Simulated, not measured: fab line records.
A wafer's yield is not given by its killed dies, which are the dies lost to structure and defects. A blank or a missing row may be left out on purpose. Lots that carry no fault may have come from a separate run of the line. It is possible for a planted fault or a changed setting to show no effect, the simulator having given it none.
The same fault as seen by 2 desks	flow sky130	every desk sees just its own numbers, and what lay behind them comes last

## FOR THE TOOL OWNER'S DESK: pvd-sputter-01
At SKY_LOCAL_INTERCONNECT_SPUTTER_00 (material TiN, target thk 100 nm, time 83.3 s) the tool's own readings: per lot run on this tool, the mean of the sampled wafers that have a number. Marked OUT: a lot whose mean sits more than 4 standard deviations from the usual mean, which makes it out of limits; the brackets give that distance.
Columns: A = cathode-dc-power-W at SKY_LOCAL_INTERCONNECT_SPUTTER_00, usual 6500.0 W; B = throttle-valve-pct at SKY_LOCAL_INTERCONNECT_SPUTTER_00, usual 30.2 %
lot	first seen here	A	B
L529	day 27 18:13	6499.4	31.8
L530	day 29 09:14	6500.7	31.1
L538	day 33 02:00	6499.9	28.9
L539	day 33 07:18	6498.5	31.8
L540	day 33 13:09	6501.2	31.5
This desk found nothing out of limits on any of the 5 lots.

## AT THE METROLOGY DESK
Lot by lot, what the gauges showed, no matter which tool ran the lot: averages of those sampled wafers that carry a number. Marked OUT: a lot whose mean sits more than 4 standard deviations from the usual mean, which makes it out of limits; the brackets give that distance.
Columns: A = cd-nm at SKY_POLY_CUT_CD_MEAS_08, usual 270.1 nm; B = SD_P_RS at SKY_SD_N_RS_MEAS_17, usual 147.1 ohm/sq; C = LOCAL_INTERCONNECT_TIN_RS at SKY_LOCAL_INTERCONNECT_RS_MEAS_01, usual 14.26 ohm/sq; D = LOCAL_INTERCONNECT_TIN_THK at SKY_LOCAL_INTERCONNECT_THK_MEAS_02, usual 99.0 nm
lot	first seen here	A	B	C	D
L529	day 22 13:39	267.7	146.9	14.16	100.0
L530	day 24 09:13	270.8	146.9	14.26	99.4
L538	day 28 05:30	270.4	147.0	12.34 (-15) OUT	115.4 (+18) OUT
L539	day 28 13:43	272.9	147.1	12.37 (-15) OUT	116.0 (+19) OUT
L540	day 28 20:42	269.5	146.7	12.25 (-15) OUT	116.7 (+19) OUT
L542	day 30 23:01	270.2	146.9	14.34	98.5
L546	day 31 01:32	270.8	147.3	14.36	98.6
L547	day 31 03:34	271.8	147.1	14.12	100.1
L548	day 31 08:30	269.9	147.2	14.24	99.1
L550	day 32 18:35	269.3	147.0	14.05	101.0
L552	day 33 02:24	268.6	147.3	14.25	99.5
Per this desk, out of limits: L538, L539, L540; the first was L538, day 33 02:04 (LOCAL_INTERCONNECT_TIN_RS at SKY_LOCAL_INTERCONNECT_RS_MEAS_01). L529, L530, L542, L546, L547, L548, L550, L552: within limits.

## TAKEN TOGETHER
The metrology desk could have raised an alarm at day 33 02:04, on L538, L539, L540.
Nothing out of limits was seen by the tool owner's desk.
The tool owner's desk has L538, L539, L540 on record, within its limits.
The lots listed all ran SKY_LOCAL_INTERCONNECT_SPUTTER_00 on pvd-sputter-01.

## WHAT WAS PUT IN BY THE SIMULATOR
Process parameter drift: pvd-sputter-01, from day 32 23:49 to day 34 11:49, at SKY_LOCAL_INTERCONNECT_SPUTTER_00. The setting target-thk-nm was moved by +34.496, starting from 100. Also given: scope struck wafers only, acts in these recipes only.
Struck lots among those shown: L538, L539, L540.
Per desk, hours elapsed from the start of the fault to the first reading out of limits: for the metrology desk, 2.
